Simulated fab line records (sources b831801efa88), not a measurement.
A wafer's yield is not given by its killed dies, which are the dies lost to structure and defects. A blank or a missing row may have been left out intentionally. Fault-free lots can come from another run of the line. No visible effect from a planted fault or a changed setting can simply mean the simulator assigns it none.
fab line records	flow sky130
record: lots: 24	wafers: 72	lastDay: 50
route steps=708 shown POLY_CUT@316 LI_CONTACT@365 LOCAL_INTERCONNECT@399 CONTACT@422 METAL3@532 CAP2M@604
lots with no fault: from the same line, run without faults
startH: hours from the record's opening day to when the first of the lot's shown wafers began	waitH: hours from the lot's prior step to this one	" as in the row above	L1.1+2: one row covering several wafers at once	- no value, or no start was given	* or withheld: withheld	< > ~ a bound
route shown NAME@n: names a module that has steps shown in the file, with the first one's number in the route	usual: mean/standard deviation taken from wafers without a fault	same: alike in all rows	chamber/n: place in a boat	sites: per-site readings	_std_site: how widely they spread, as a standard deviation	_edge_site: inner sites' mean taken away from outer sites' mean	radiusMm: how far each site lies from the wafer's centre	mask NAME#n: copy n	behind: tool/chamber where the wafer was last shaped	hold: why the lot went on hold/how many hours it stayed there/how the hold came to an end	device: which transistor (n, p or np) failed to switch	end of line: tests run on the same wafers once the route is complete	for a step that has no rows: nothing shown but its recipe	killed: the dies lost at the first sort to structure and to defects; this is not the yield of the wafer	map: per-die view of a wafer (x killed, . not killed, _ where there is no die)
set.NAME: the setting as run; set.NAME@STEP: as run at that earlier step	model.NAME: the simulator's own value behind a step, which no gauge read
one table for each step of the route and one row for each wafer, over a sample of lots
services: from which hour (startH, from the record's first day; less than 0 if before it) a tool's chamber was out of use, for how many hours, and why
== steps ==
step: SKY_POLY_CUT_OVL_MEAS_09
usual: POLY_CUT_OVL: 0/5.4
lot.wafer	tool	chamber	startH	waitH	POLY_CUT_OVL[nm]
L074.2	overlay-02	-	552.31	0.1	-1
L074.3	"	-	"	"	-9
L074.5	"	-	"	"	-8
L076.1	overlay-02	-	578.97	0.1	4
L076.2	"	-	"	"	3
L076.4	"	-	"	"	-9
L075.1	overlay-01	-	580.84	0.1	-2
L075.5	"	-	"	"	1
L075.6	"	-	"	"	-15
L077.2	overlay-02	-	586.51	0.1	12
L077.4	"	-	"	"	3
L077.5	"	-	"	"	4
L078.1	overlay-02	-	586.97	0.1	-3
L078.2	"	-	"	"	-4
L078.5	"	-	"	"	6
L079.1	overlay-02	-	602.25	0.1	11
L079.4	"	-	"	"	9
L079.6	"	-	"	"	8
L080.1	overlay-02	-	615.00	0.1	-1
L080.4	"	-	"	"	0
L080.6	"	-	"	"	8
L081.2	overlay-02	-	622.78	0.1	5
L081.4	"	-	"	"	3
L081.5	"	-	"	"	-3
L082.2	overlay-01	-	628.88	0.1	-5
L082.5	"	-	"	"	8
L082.6	"	-	"	"	-6
L083.2	overlay-02	-	641.65	0.1	-9
L083.4	"	-	"	"	2
L083.6	"	-	"	"	-3
L084.1	overlay-01	-	647.65	0.1	-2
L084.3	"	-	"	"	-1
L084.4	"	-	"	"	5
L085.3	overlay-02	-	662.46	0.1	-4
L085.5	"	-	"	"	0
L085.6	"	-	"	"	10
L086.3	overlay-02	-	669.84	0.1	-6
L086.4	"	-	"	"	0
L086.5	"	-	"	"	0
L087.1	overlay-01	-	672.35	0.1	13
L087.2	"	-	"	"	3
L087.5	"	-	"	"	6
L088.1	overlay-01	-	680.49	0.1	1
L088.4	"	-	"	"	-2
L088.6	"	-	"	"	-6
L089.1	overlay-02	-	683.64	0.1	4
L089.2	"	-	"	"	2
L089.3	"	-	"	"	-3
L090.1	overlay-01	-	696.59	0.1	5
L090.4	"	-	"	"	4
L090.6	"	-	"	"	0
L092.1	overlay-02	-	706.32	0.1	1
L092.3	"	-	"	"	4
L092.6	"	-	"	"	2
L091.1	overlay-01	-	708.95	0.1	7
L091.2	"	-	"	"	-2
L091.6	"	-	"	"	-2
L093.1	overlay-01	-	726.92	0.1	-1
L093.3	"	-	"	"	-2
L093.6	"	-	"	"	-11
L095.1	overlay-01	-	727.39	0.1	7
L095.4	"	-	"	"	9
L095.6	"	-	"	"	5
L094.1	overlay-01	-	736.31	0.1	-7
L094.3	"	-	"	"	-9
L094.5	"	-	"	"	-8
L096.2	overlay-01	-	743.91	0.1	-4
L096.5	"	-	"	"	7
L096.6	"	-	"	"	-3
L097.2	overlay-02	-	748.25	0.1	2
L097.3	"	-	"	"	-5
L097.4	"	-	"	"	-8
step: SKY_LI_CONTACT_BOW_MEAS_03
recipe: mode: bow
usual: LI_CONTACT_BOW: 55/6.8
lot.wafer	tool	chamber	startH	waitH	LI_CONTACT_BOW[um]
L074.2	filmMetro-02	-	641.57	0.2	54
L074.3	"	-	"	"	65
L074.5	"	-	"	"	52
L076.1	filmMetro-02	-	666.80	0.2	51
L076.2	"	-	"	"	37
L076.4	"	-	"	"	53
L075.1	filmMetro-03	-	669.70	0.2	58
L075.5	"	-	"	"	52
L075.6	"	-	"	"	70
L077.2	filmMetro-03	-	674.53	0.2	48
L077.4	"	-	"	"	65
L077.5	"	-	"	"	62
L078.1	filmMetro-02	-	675.32	0.1	58
L078.2	"	-	"	"	65
L078.5	"	-	"	"	51
L079.1	filmMetro-03	-	690.62	0.1	64
L079.4	"	-	"	"	61
L079.6	"	-	"	"	55
L080.1	filmMetro-02	-	702.26	0.2	54
L080.4	"	-	"	"	64
L080.6	"	-	"	"	61
L081.2	filmMetro-02	-	709.53	0.1	49
L081.4	"	-	"	"	59
L081.5	"	-	"	"	60
L082.2	filmMetro-03	-	715.38	0.1	59
L082.5	"	-	"	"	51
L082.6	"	-	"	"	57
L083.2	filmMetro-01	-	728.14	0.1	47
L083.4	"	-	"	"	52
L083.6	"	-	"	"	47
L084.1	filmMetro-01	-	733.90	0.2	56
L084.3	"	-	"	"	53
L084.4	"	-	"	"	49
L085.3	filmMetro-02	-	747.77	0.2	73
L085.5	"	-	"	"	58
L085.6	"	-	"	"	49
L086.3	filmMetro-03	-	755.39	0.2	61
L086.4	"	-	"	"	57
L086.5	"	-	"	"	56
L087.1	filmMetro-03	-	757.51	0.1	60
L087.2	"	-	"	"	56
L087.5	"	-	"	"	59
L088.1	filmMetro-01	-	764.83	0.1	49
L088.4	"	-	"	"	39
L088.6	"	-	"	"	43
L089.1	filmMetro-03	-	768.16	0.1	53
L089.2	"	-	"	"	42
L089.3	"	-	"	"	49
L090.1	filmMetro-01	-	779.43	0.2	60
L090.4	"	-	"	"	52
L090.6	"	-	"	"	62
L092.1	filmMetro-02	-	788.56	0.2	60
L092.3	"	-	"	"	73
L092.6	"	-	"	"	55
L091.1	filmMetro-02	-	792.96	0.2	65
L091.2	"	-	"	"	69
L091.6	"	-	"	"	55
L093.1	filmMetro-01	-	808.75	0.2	45
L093.3	"	-	"	"	52
L093.6	"	-	"	"	44
L095.1	filmMetro-03	-	809.61	0.1	51
L095.4	"	-	"	"	50
L095.6	"	-	"	"	47
L094.1	filmMetro-03	-	819.00	0.2	60
L094.3	"	-	"	"	69
L094.5	"	-	"	"	48
L096.2	filmMetro-03	-	825.44	0.1	56
L096.5	"	-	"	"	53
L096.6	"	-	"	"	69
L097.2	filmMetro-02	-	828.89	0.1	55
L097.3	"	-	"	"	52
L097.4	"	-	"	"	51
step: SKY_LOCAL_INTERCONNECT_OVL_MEAS_12
usual: LOCAL_INTERCONNECT_OVL: 0/5.5
lot.wafer	tool	chamber	startH	waitH	LOCAL_INTERCONNECT_OVL[nm]
L074.2	overlay-01	-	701.05	0.1	-4
L074.3	"	-	"	"	-9
L074.5	"	-	"	"	-1
L076.1	overlay-02	-	723.94	0.1	0
L076.2	"	-	"	"	3
L076.4	"	-	"	"	1
L075.1	overlay-02	-	727.04	0.1	4
L075.5	"	-	"	"	2
L075.6	"	-	"	"	-3
L077.2	overlay-01	-	731.05	0.1	-3
L077.4	"	-	"	"	-4
L077.5	"	-	"	"	1
L078.1	overlay-02	-	732.21	0.1	3
L078.2	"	-	"	"	-6
L078.5	"	-	"	"	-5
L079.1	overlay-02	-	747.76	0.1	-2
L079.4	"	-	"	"	2
L079.6	"	-	"	"	-5
L080.1	overlay-01	-	758.29	0.1	-1
L080.4	"	-	"	"	-7
L080.6	"	-	"	"	-1
L081.2	overlay-02	-	765.35	0.1	2
L081.4	"	-	"	"	3
L081.5	"	-	"	"	7
L082.2	overlay-01	-	771.66	0.1	4
L082.5	"	-	"	"	4
L082.6	"	-	"	"	0
L083.2	overlay-02	-	784.41	0.1	-8
L083.4	"	-	"	"	0
L083.6	"	-	"	"	2
L084.1	overlay-02	-	789.79	0.1	6
L084.3	"	-	"	"	2
L084.4	"	-	"	"	10
L085.3	overlay-01	-	801.91	0.1	5
L085.5	"	-	"	"	0
L085.6	"	-	"	"	9
L086.3	overlay-01	-	810.01	0.1	-5
L086.4	"	-	"	"	3
L086.5	"	-	"	"	-6
L087.1	overlay-01	-	812.14	0.1	2
L087.2	"	-	"	"	3
L087.5	"	-	"	"	2
L088.1	overlay-01	-	819.64	0.1	-5
L088.4	"	-	"	"	-6
L088.6	"	-	"	"	-5
L089.1	overlay-01	-	822.70	0.1	-3
L089.2	"	-	"	"	-7
L089.3	"	-	"	"	-2
L090.1	overlay-01	-	833.16	0.1	-8
L090.4	"	-	"	"	0
L090.6	"	-	"	"	-6
L092.1	overlay-02	-	842.64	0.1	-3
L092.3	"	-	"	"	-4
L092.6	"	-	"	"	-3
L091.1	overlay-02	-	847.55	0.1	-9
L091.2	"	-	"	"	0
L091.6	"	-	"	"	2
L093.1	overlay-01	-	863.44	0.1	2
L093.3	"	-	"	"	3
L093.6	"	-	"	"	2
L095.1	overlay-01	-	864.14	0.1	7
L095.4	"	-	"	"	-1
L095.6	"	-	"	"	4
L094.1	overlay-01	-	874.70	0.1	-1
L094.3	"	-	"	"	4
L094.5	"	-	"	"	1
L096.2	overlay-01	-	880.15	0.1	-3
L096.5	"	-	"	"	-6
L096.6	"	-	"	"	-5
L097.2	overlay-01	-	883.95	0.1	-11
L097.3	"	-	"	"	-6
L097.4	"	-	"	"	-15
step: SKY_CONTACT_ETCH_16
recipe: chemistry: N2/H2	target: BARC	ionEnergyEv: 200	sourceW: 500	biasW: 100	pressureMtorr: 30	n2FlowSccm: 100	h2FlowSccm: 200	stopOn: SiO2	timeS: 45.9	targetDepthA: 600
usual: biasW: 100.05/0.28	drypumpMotorCurrentA: 5.8/0.44	oesProductAu: 0.855/0.0044	throttleValvePct: 13.225/0.0085
same: timeS: 45.9
lot.wafer	tool	chamber	startH	waitH	biasW	drypumpMotorCurrentA	oesProductAu	rfHoursCounterH	throttleValvePct
L074.2	rieDiel-01	1	729.89	0.0	99.77	6.6	0.853	4	13.221
L074.3	"	0	"	"	100.08	6.0	0.854	2	13.224
L074.5	"	1	"	"	100.11	6.6	0.853	-	13.216
L076.1	rieDiel-03	2	752.88	0.0	99.80	5.7	0.854	8	13.193
L076.2	"	0	"	"	99.93	5.4	0.861	4	13.229
L076.4	"	1	"	"	99.59	6.1	0.843	11	13.226
L075.1	rieDiel-01	2	755.73	0.0	100.26	5.6	0.859	17	13.228
L075.5	"	2	"	"	100.19	5.6	0.853	-	13.222
L075.6	"	3	"	"	99.78	6.0	0.850	-	13.212
L077.2	rieDiel-03	2	759.46	0.0	100.31	5.7	0.861	8	13.224
L077.4	"	3	"	"	100.13	4.9	0.855	9	13.238
L077.5	"	2	"	"	100.18	5.7	0.857	-	13.230
L078.1	rieDiel-02	3	761.03	0.0	99.68	5.6	0.853	9	13.218
L078.2	"	2	"	"	99.77	5.5	0.865	4	13.234
L078.5	"	3	"	"	99.92	5.5	0.856	-	13.232
L079.1	rieDiel-03	0	776.01	0.0	100.14	5.4	0.849	5	13.227
L079.4	"	2	"	"	99.91	5.7	0.851	9	13.221
L079.6	"	0	"	"	100.10	5.4	0.858	-	13.210
L080.1	rieDiel-01	2	786.88	0.0	99.92	5.6	0.862	18	13.222
L080.4	"	0	"	"	100.50	6.0	0.855	-	13.233
L080.6	"	1	"	"	100.06	6.6	0.854	-	13.229
L081.2	rieDiel-02	1	793.59	0.0	100.05	5.6	0.859	9	13.221
L081.4	"	0	"	"	99.87	6.1	0.854	7	13.226
L081.5	"	1	"	"	100.43	5.7	0.851	-	13.229
L082.2	rieDiel-01	1	798.93	0.0	100.32	6.6	0.851	7	13.228
L082.5	"	0	"	"	100.13	6.0	0.854	-	13.223
L082.6	"	2	"	"	100.16	5.6	0.860	-	13.235
L083.2	rieDiel-03	0	811.83	0.0	99.41	5.4	0.850	6	13.214
L083.4	"	2	"	"	99.71	5.7	0.856	10	13.231
L083.6	"	0	"	"	100.52	5.4	0.854	-	13.234
L084.1	rieDiel-01	3	817.29	0.0	100.22	6.0	0.851	6	13.221
L084.3	"	1	"	"	99.89	6.6	0.856	7	13.215
L084.4	"	2	"	"	99.96	5.6	0.859	19	13.218
L085.3	rieDiel-01	3	830.43	0.0	99.94	6.0	0.854	7	13.221
L085.5	"	1	"	"	100.25	6.6	0.859	-	13.213
L085.6	"	2	"	"	100.11	5.6	0.848	-	13.229
L086.3	rieDiel-02	1	838.66	0.0	100.22	5.6	0.850	11	13.229
L086.4	"	3	"	"	100.30	5.6	0.849	11	13.223
L086.5	"	1	"	"	100.14	5.7	0.850	-	13.230
L087.1	rieDiel-03	3	839.96	0.0	99.28	4.9	0.852	12	13.221
L087.2	"	1	"	"	100.47	6.1	0.857	14	13.236
L087.5	"	2	"	"	100.16	5.7	0.858	-	13.231
L088.1	rieDiel-02	1	848.38	0.0	100.21	5.6	0.857	11	13.219
L088.4	"	1	"	"	100.71	5.6	0.853	-	13.219
L088.6	"	0	"	"	99.84	6.2	0.856	-	13.220
L089.1	rieDiel-01	1	850.79	0.0	99.32	6.6	0.855	8	13.213
L089.2	"	0	"	"	99.91	6.0	0.853	6	13.241
L089.3	"	3	"	"	99.91	6.0	0.858	7	13.226
L090.1	rieDiel-02	2	861.05	0.0	100.15	5.4	0.852	7	13.230
L090.4	"	1	"	"	99.90	5.7	0.854	12	13.241
L090.6	"	3	"	"	100.32	5.5	0.858	-	13.234
L092.1	rieDiel-03	3	870.01	0.0	100.10	4.9	0.854	13	13.232
L092.3	"	1	"	"	100.19	6.1	0.858	15	13.213
L092.6	"	0	"	"	100.06	5.4	0.859	-	13.215
L091.1	rieDiel-01	0	875.24	0.0	99.63	6.0	0.845	6	13.223
L091.2	"	3	"	"	100.22	6.0	0.859	8	13.224
L091.6	"	2	"	"	100.35	5.6	0.859	-	13.224
L093.1	rieDiel-01	3	890.39	0.0	99.37	6.0	0.861	9	13.244
L093.3	"	2	"	"	99.83	5.6	0.850	22	13.240
L093.6	"	0	"	"	99.71	6.0	0.859	-	13.218
L095.1	rieDiel-02	2	891.41	0.0	100.24	5.5	0.852	8	13.234
L095.4	"	0	"	"	100.02	6.1	0.851	11	13.226
L095.6	"	2	"	"	100.50	5.4	0.852	-	13.227
L094.1	rieDiel-03	0	901.09	0.0	99.62	5.4	0.853	9	13.214
L094.3	"	1	"	"	100.06	6.0	0.854	16	13.235
L094.5	"	3	"	"	100.23	4.9	0.847	-	13.223
L096.2	rieDiel-02	2	906.88	0.0	100.47	5.4	0.862	9	13.221
L096.5	"	2	"	"	100.31	5.4	0.857	-	13.210
L096.6	"	3	"	"	100.47	5.6	0.852	-	13.215
L097.2	rieDiel-03	2	910.89	0.0	100.02	5.7	0.851	14	13.230
L097.3	"	1	"	"	100.11	6.1	0.857	16	13.220
L097.4	"	3	"	"	100.37	4.9	0.861	15	13.238
step: SKY_METAL3_SPUTTER_00
recipe: material: Ti	targetThkNm: 15	powerW: 3000	timeS: 10	chamberPressurePa: 0.4
usual: throttleValvePct: 30.1/0.84
same: timeS: 10
lot.wafer	tool	chamber	startH	waitH	throttleValvePct
L074.2	pvdSputter-01	-	842.84	0.1	29.1
L074.3	"	-	"	"	30.5
L074.5	"	-	"	"	31.4
L076.1	pvdSputter-03	-	864.16	0.2	29.6
L076.2	"	-	"	"	29.3
L076.4	"	-	"	"	30.7
L075.1	pvdSputter-04	-	870.11	0.2	31.1
L075.5	"	-	"	"	31.2
L075.6	"	-	"	"	29.7
L077.2	pvdSputter-03	-	873.72	0.2	30.6
L077.4	"	-	"	"	29.3
L077.5	"	-	"	"	30.5
L078.1	pvdSputter-04	-	874.36	0.2	29.7
L078.2	"	-	"	"	31.4
L078.5	"	-	"	"	29.7
L079.1	pvdSputter-03	-	888.00	0.1	30.6
L079.4	"	-	"	"	29.5
L079.6	"	-	"	"	29.3
L080.1	pvdSputter-04	-	899.71	0.1	29.8
L080.4	"	-	"	"	30.9
L080.6	"	-	"	"	29.8
L081.2	pvdSputter-04	-	905.54	0.1	31.2
L081.4	"	-	"	"	29.5
L081.5	"	-	"	"	31.5
L082.2	pvdSputter-04	-	911.33	0.2	31.1
L082.5	"	-	"	"	31.1
L082.6	"	-	"	"	29.8
L083.2	pvdSputter-01	-	923.04	0.2	30.7
L083.4	"	-	"	"	28.9
L083.6	"	-	"	"	28.5
L084.1	pvdSputter-04	-	929.85	0.2	31.1
L084.3	"	-	"	"	29.6
L084.4	"	-	"	"	29.7
L085.3	pvdSputter-01	-	940.01	0.1	30.4
L085.5	"	-	"	"	29.0
L085.6	"	-	"	"	28.8
L086.3	pvdSputter-01	-	948.44	0.1	31.4
L086.4	"	-	"	"	29.0
L086.5	"	-	"	"	30.4
L087.1	pvdSputter-04	-	948.82	0.2	31.4
L087.2	"	-	"	"	29.6
L087.5	"	-	"	"	30.5
L088.1	pvdSputter-04	-	956.61	0.1	29.8
L088.4	"	-	"	"	31.0
L088.6	"	-	"	"	31.0
L089.1	pvdSputter-04	-	959.88	0.2	29.5
L089.2	"	-	"	"	31.1
L089.3	"	-	"	"	31.0
L090.1	pvdSputter-04	-	969.87	0.1	29.6
L090.4	"	-	"	"	31.1
L090.6	"	-	"	"	29.7
L092.1	pvdSputter-01	-	977.37	0.1	30.7
L092.3	"	-	"	"	31.4
L092.6	"	-	"	"	30.5
L091.1	pvdSputter-03	-	981.88	0.1	30.7
L091.2	"	-	"	"	29.3
L091.6	"	-	"	"	30.5
L093.1	pvdSputter-01	-	995.21	0.2	31.2
L093.3	"	-	"	"	28.8
L093.6	"	-	"	"	31.1
L095.1	pvdSputter-04	-	997.38	0.1	30.1
L095.4	"	-	"	"	31.1
L095.6	"	-	"	"	29.2
L094.1	pvdSputter-03	-	1005.28	0.1	29.4
L094.3	"	-	"	"	29.5
L094.5	"	-	"	"	29.1
L096.2	pvdSputter-04	-	1011.92	0.1	29.0
L096.5	"	-	"	"	31.5
L096.6	"	-	"	"	29.8
L097.2	pvdSputter-03	-	1014.25	0.1	29.2
L097.3	"	-	"	"	29.5
L097.4	"	-	"	"	30.6
step: SKY_CAP2M_THK_MEAS_01
recipe: reads: SiO2_of_CAP2M_CVD_00
usual: CAP2M_CVD_00_THK: 15.50/0.21
lot.wafer	tool	chamber	startH	waitH	CAP2M_CVD_00_THK[nm]
L074.2	filmMetro-03	-	924.02	-	15.18
L074.3	"	-	"	"	15.28
L074.5	"	-	"	"	15.37
L076.1	filmMetro-01	-	943.31	-	15.36
L076.2	"	-	"	"	15.32
L076.4	"	-	"	"	15.54
L075.1	filmMetro-04	-	950.72	-	15.27
L075.5	"	-	"	"	15.90
L075.6	"	-	"	"	15.38
L077.2	filmMetro-03	-	953.09	-	15.10
L077.4	"	-	"	"	15.50
L077.5	"	-	"	"	15.45
L078.1	filmMetro-04	-	953.21	-	15.21
L078.2	"	-	"	"	15.29
L078.5	"	-	"	"	15.42
L079.1	filmMetro-04	-	966.86	-	15.53
L079.4	"	-	"	"	15.51
L079.6	"	-	"	"	15.40
L080.1	filmMetro-03	-	977.26	-	15.58
L080.4	"	-	"	"	15.67
L080.6	"	-	"	"	15.73
L081.2	filmMetro-04	-	983.69	-	15.22
L081.4	"	-	"	"	15.55
L081.5	"	-	"	"	15.33
L082.2	filmMetro-04	-	988.64	-	15.55
L082.5	"	-	"	"	15.76
L082.6	"	-	"	"	15.84
L083.2	filmMetro-04	-	999.83	-	15.43
L083.4	"	-	"	"	15.74
L083.6	"	-	"	"	15.90
L084.1	filmMetro-04	-	1007.39	-	15.32
L084.3	"	-	"	"	15.77
L084.4	"	-	"	"	15.82
L085.3	filmMetro-04	-	1015.42	-	15.34
L085.5	"	-	"	"	15.63
L085.6	"	-	"	"	15.58
L087.1	filmMetro-04	-	1024.62	-	15.42
L087.2	"	-	"	"	15.20
L087.5	"	-	"	"	15.67
L086.3	filmMetro-03	-	1025.17	-	15.36
L086.4	"	-	"	"	15.46
L086.5	"	-	"	"	15.77
L088.1	filmMetro-04	-	1032.08	-	15.31
L088.4	"	-	"	"	15.56
L088.6	"	-	"	"	15.48
L089.1	filmMetro-01	-	1034.64	-	15.03
L089.2	"	-	"	"	15.29
L089.3	"	-	"	"	15.34
L090.1	filmMetro-04	-	1045.11	-	15.45
L090.4	"	-	"	"	15.56
L090.6	"	-	"	"	15.29
L092.1	filmMetro-01	-	1050.80	-	15.02
L092.3	"	-	"	"	15.35
L092.6	"	-	"	"	15.51
L091.1	filmMetro-01	-	1056.32	-	15.29
L091.2	"	-	"	"	15.31
L091.6	"	-	"	"	15.62
L093.1	filmMetro-01	-	1066.87	-	15.49
L093.3	"	-	"	"	15.42
L093.6	"	-	"	"	15.40
L095.1	filmMetro-01	-	1068.78	-	15.57
L095.4	"	-	"	"	15.81
L095.6	"	-	"	"	15.65
L094.1	filmMetro-04	-	1076.15	-	15.25
L094.3	"	-	"	"	15.43
L094.5	"	-	"	"	15.51
L096.2	filmMetro-01	-	1082.06	-	15.09
L096.5	"	-	"	"	15.43
L096.6	"	-	"	"	15.51
L097.2	filmMetro-01	-	1083.99	-	15.19
L097.3	"	-	"	"	15.40
L097.4	"	-	"	"	15.56
== services ==
tool	chamber	startH	hours	kind
pvdSputter-01	-	708.76	3.0	repair
rieDiel-03	2	720.22	1.3	repair
rieDiel-02	3	723.93	10.6	repair
rieDiel-01	0	740.71	16.5	repair
rieDiel-01	1	752.20	6.7	repair
rieDiel-01	3	777.97	32.2	repair
rieDiel-01	0	800.71	4.4	repair
pvdSputter-03	-	801.14	1.0	repair
rieDiel-02	1	807.86	5.5	repair
pvdSputter-03	-	819.52	11.9	repair
rieDiel-01	-	827.40	2.8	pm
pvdSputter-04	-	835.29	12.5	repair
rieDiel-02	2	844.96	7.2	repair
pvdSputter-03	-	847.56	12.9	repair
rieDiel-03	-	852.50	1.5	repair
rieDiel-03	2	861.37	11.7	repair
rieDiel-01	1	864.55	8.2	repair
rieDiel-02	-	874.98	0.5	repair
rieDiel-03	1	886.51	6.2	repair
rieDiel-03	2	897.97	2.9	repair
rieDiel-01	-	908.82	0.8	repair
rieDiel-03	-	931.91	0.8	repair
rieDiel-02	-	932.82	14.6	pm
rieDiel-02	1	1007.21	2.4	repair
== key ==
fault none
